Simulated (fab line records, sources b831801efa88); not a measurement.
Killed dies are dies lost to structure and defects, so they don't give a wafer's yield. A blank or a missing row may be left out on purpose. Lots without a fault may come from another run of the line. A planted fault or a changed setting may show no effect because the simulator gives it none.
fab line records | flow sfq_line
record lots=15 wafers=45 last_day=91
route steps=325 shown M1@59
lots that met no fault: from a run of the same line without faults
start_h: hours from the record's first day to the start of the lot's first wafer shown | wait_h: hours since the lot's step before | " the same as in the row above | L1.1+2: a row that stands for several wafers | - no value, or no start given | * or withheld: withheld | < > ~ a bound
route shown NAME@n: a module of which the file shows steps, and the number in the route of the first | usual: mean/standard deviation of fault-free wafers | same: alike in all rows | chamber/n: place in a boat | sites: the reading at each site | _std_site: their standard deviation | _edge_site: outer sites' mean less inner sites' | radius_mm: how far each site lies from the wafer's centre | mask NAME#n: copy n | behind: the tool/chamber that last shaped the wafer | hold: why the lot was held/for how many hours/how that ended | device: the transistor (n, p or np) that didn't switch | end of line: the same wafers' tests at the end of the route | a step without rows: its recipe alone | killed: dies lost to structure and defects at the first sort, not the wafer's yield | map: a wafer's dies, x killed, . not, _ none there
set.NAME: the setting as run; set.NAME@STEP: as run at that earlier step | model.NAME: the simulator's own value behind a step, which no gauge read
steps of the route over a sample of lots; a table a step, a row a wafer
services: from which hour (start_h, from the record's first day; less than 0 if before it) a tool's chamber was out of use, for how many hours, and why
## steps
# step SFQ_TRILAYER_M1_DEP_SPUTTER_037
# recipe material=Nb base_pressure_pa=1.33e-06 chamber_pressure_pa=0.1333 substrate_temp_c=20 resputter_cathode_voltage_v=400 target_thk_nm=200 power_w=2000 time_s=133.3
# usual throttle_valve_pct=29.3/0.58
# columns lot.wafer tool chamber start_h wait_h throttle_valve_pct
L749.1 pvd_sputter-03 - 222.92 0.0 30.1
L749.2 " - " " 28.7
L749.6 " - " " 28.7
L750.1 pvd_sputter-04 - 228.91 0.0 27.9
L750.4 " - " " 30.0
L750.6 " - " " 30.2
L751.3 pvd_sputter-03 - 234.91 0.0 29.8
L751.4 " - " " 30.0
L751.5 " - " " 30.0
L752.2 pvd_sputter-03 - 243.31 0.0 29.7
L752.5 " - " " 28.8
L752.6 " - " " 29.8
L753.1 pvd_sputter-03 - 248.13 0.0 29.1
L753.4 " - " " 28.6
L753.6 " - " " 29.3
L754.1 pvd_sputter-04 - 250.53 0.0 27.8
L754.4 " - " " 28.9
L754.6 " - " " 27.6
L756.2 pvd_sputter-03 - 262.69 0.0 29.1
L756.3 " - " " 28.7
L756.4 " - " " 29.8
L757.1 pvd_sputter-06 - 274.51 0.0 29.7
L757.2 " - " " 28.9
L757.3 " - " " 29.7
L758.1 pvd_sputter-06 - 279.31 0.0 28.9
L758.2 " - " " 29.9
L758.6 " - " " 29.6
L760.1 pvd_sputter-03 - 310.90 0.0 29.2
L760.3 " - " " 28.8
L760.6 " - " " 29.6
L762.3 pvd_sputter-03 - 314.52 0.0 28.6
L762.5 " - " " 28.6
L762.6 " - " " 29.6
L764.1 pvd_sputter-03 - 338.63 0.0 28.4
L764.3 " - " " 29.2
L764.4 " - " " 29.7
L765.1 pvd_sputter-03 - 344.71 0.0 29.3
L765.4 " - " " 28.8
L765.6 " - " " 28.4
L767.1 pvd_sputter-04 - 357.60 0.0 30.1
L767.3 " - " " 29.4
L767.6 " - " " 27.8
L769.2 pvd_sputter-06 - 372.00 0.0 29.3
L769.3 " - " " 28.5
L769.5 " - " " 29.7
# step SFQ_M1_RS_MEAS_909
# recipe thk_meas_gauge=four-point-probe reads=Nb_of_TRILAYER_M1_DEP_SPUTTER_037
# usual M1_NB_RS=0.893/0.01
# columns lot.wafer tool chamber start_h wait_h M1_NB_RS[ohm/sq]
L749.1 film_metro-04 - 223.02 0.0 0.901
L749.2 " - " " 0.888
L749.6 " - " " 0.898
L750.1 film_metro-04 - 229.00 0.0 0.874
L750.4 " - " " 0.882
L750.6 " - " " 0.886
L751.3 film_metro-04 - 235.04 0.1 0.902
L751.4 " - " " 0.913
L751.5 " - " " 0.905
L752.2 film_metro-04 - 243.42 0.1 0.896
L752.5 " - " " 0.884
L752.6 " - " " 0.896
L753.1 film_metro-01 - 248.22 0.0 0.874
L753.4 " - " " 0.874
L753.6 " - " " 0.878
L754.1 film_metro-04 - 250.62 0.0 0.884
L754.4 " - " " 0.880
L754.6 " - " " 0.886
L756.2 film_metro-01 - 262.80 0.1 0.883
L756.3 " - " " 0.899
L756.4 " - " " 0.903
L757.1 film_metro-04 - 274.61 0.0 0.905
L757.2 " - " " 0.903
L757.3 " - " " 0.908
L758.1 film_metro-04 - 279.41 0.0 0.904
L758.2 " - " " 0.899
L758.6 " - " " 0.897
L760.1 film_metro-01 - 311.00 0.0 0.886
L760.3 " - " " 0.893
L760.6 " - " " 0.896
L762.3 film_metro-04 - 314.65 0.1 0.890
L762.5 " - " " 0.889
L762.6 " - " " 1.155
L764.1 film_metro-01 - 338.72 0.0 0.889
L764.3 " - " " 0.892
L764.4 " - " " 1.155
L765.1 film_metro-01 - 344.80 0.0 0.895
L765.4 " - " " 1.150
L765.6 " - " " 1.157
L767.1 film_metro-01 - 357.69 0.0 0.885
L767.3 " - " " 0.879
L767.6 " - " " 0.879
L769.2 film_metro-02 - 372.11 0.1 0.900
L769.3 " - " " 0.912
L769.5 " - " " 0.912
# step SFQ_TRILAYER_M1_ETCH_METAL_ETCH_042
# recipe target=Nb stop_on=SiO2 mask_material=PR chemistry=Cl2/Ar target_depth_nm=240 icp_w=600 bias_w=80 pressure_mtorr=10 time_s=120
# usual drypump_motor_current_A=5.5/0.54 oes_product_au=0.892/0.0065 rf_fwd_power_W=596.6/1.8
# same time_s=120
# columns lot.wafer tool chamber start_h wait_h drypump_motor_current_A oes_product_au rf_fwd_power_W rf_hours_counter_h
L749.1 rie_metal-02 1 249.59 0.0 4.8 0.887 595.9 28
L749.2 " 0 " " 5.8 0.894 595.2 86
L749.6 " 1 " " 4.8 0.885 597.4 -
L750.1 rie_metal-04 1 255.59 0.0 6.2 0.895 595.9 6
L750.4 " 0 " " 5.0 0.899 595.6 -
L750.6 " 1 " " 6.2 0.896 593.6 -
L751.3 rie_metal-04 1 260.43 0.1 6.1 0.880 595.6 -
L751.4 " 0 " " 5.1 0.885 598.4 -
L751.5 " 1 " " 6.2 0.889 596.3 -
L752.2 rie_metal-04 1 269.99 0.0 6.2 0.881 595.2 9
L752.5 " 1 " " 6.2 0.897 597.3 -
L752.6 " 0 " " 5.0 0.895 597.0 -
L753.1 rie_metal-04 1 275.99 0.0 6.2 0.903 595.0 10
L753.4 " 0 " " 5.0 0.899 597.4 -
L753.6 " 0 " " 5.0 0.898 597.9 -
L754.1 rie_metal-01 1 277.19 0.0 5.0 0.899 597.8 33
L754.4 " 1 " " 5.0 0.903 598.4 -
L754.6 " 0 " " 5.8 0.899 599.4 -
L756.2 rie_metal-02 0 290.39 0.0 5.8 0.898 594.3 93
L756.3 " 0 " " 5.8 0.885 596.5 -
L756.4 " 1 " " 4.8 0.895 598.1 -
L757.1 rie_metal-04 0 298.81 0.1 5.0 0.895 596.7 72
L757.2 " 1 " " 6.2 0.890 594.6 15
L757.3 " 0 " " 5.0 0.883 596.2 -
L758.1 rie_metal-02 0 303.59 0.0 5.8 0.887 597.3 95
L758.2 " 1 " " 4.8 0.891 594.2 37
L758.6 " 1 " " 4.8 0.883 594.3 -
L760.1 rie_metal-04 0 329.00 0.0 5.0 0.891 597.7 77
L760.3 " 0 " " 5.0 0.893 595.3 -
L760.6 " 0 " " 5.0 0.889 596.4 -
L762.3 rie_metal-01 0 333.84 0.1 5.8 0.895 597.0 -
L762.5 " 1 " " 5.0 0.895 597.2 -
L762.6 " 0 " " 5.8 0.778 596.2 -
L764.1 rie_metal-04 0 353.00 0.0 5.0 0.893 597.4 82
L764.3 " 1 " " 6.2 0.881 595.9 -
L764.4 " 0 " " 5.0 0.782 595.5 -
L765.1 rie_metal-04 0 357.80 0.0 5.0 0.896 597.7 83
L765.4 " 0 " " 5.0 0.775 597.3 -
L765.6 " 0 " " 5.0 0.774 601.5 -
L767.1 rie_metal-01 1 376.10 0.0 5.0 0.893 598.1 50
L767.3 " 0 " " 5.8 0.892 597.9 -
L767.6 " 0 " " 5.8 0.899 599.8 -
L769.2 rie_metal-02 0 390.60 0.0 5.8 0.885 597.1 107
L769.3 " 0 " " 5.8 0.885 596.6 -
L769.5 " 0 " " 5.8 0.881 599.8 -
## services
# columns tool chamber start_h hours kind
rie_metal-04 1 206.70 - clean
rie_metal-04 1 206.70 14.0 scheduled_down
rie_metal-04 1 206.70 14.0 vent_cycle
rie_metal-01 1 218.10 5.8 repair
pvd_sputter-06 - 235.41 2.1 repair
pvd_sputter-04 - 261.21 20.8 repair
pvd_sputter-03 - 268.28 26.4 repair
rie_metal-02 - 284.22 1.9 repair
pvd_sputter-06 - 287.36 22.1 repair
rie_metal-01 1 289.50 2.4 repair
pvd_sputter-03 - 289.70 2.4 repair
pvd_sputter-04 - 332.29 5.0 repair
rie_metal-02 - 332.29 15.6 pm
pvd_sputter-03 3 351.37 - consumable_replace:kit
pvd_sputter-03 3 351.37 18.0 scheduled_down
pvd_sputter-03 3 351.37 18.0 vent_cycle
rie_metal-02 - 380.20 2.8 pm
rie_metal-04 - 381.73 10.0 pm
## key
first_sign step=SFQ_M1_RS_MEAS_909 reading=M1_NB_RS direction=up sigmas=26 usual=0.893 struck=1.154
effect step=SFQ_TRILAYER_M1_ETCH_METAL_ETCH_042 reading=oes_product_au direction=down sigmas=18 usual=0.892 struck=0.777
met_at SFQ_TRILAYER_M1_DEP_SPUTTER_037
struck_lots L762,L764,L765
struck_wafers L762.6,L764.4,L765.4,L765.6
onset_between 310.90 314.52
fault kind=process_parameter_drift tool=pvd_sputter-03 chamber=- onset_h=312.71 steps=SFQ_TRILAYER_M1_DEP_SPUTTER_037 channel=target_thk_nm offset=-43.762 shape=step end_h=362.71 scope=struck_wafers_only acts_in=these_recipes_only stated=200
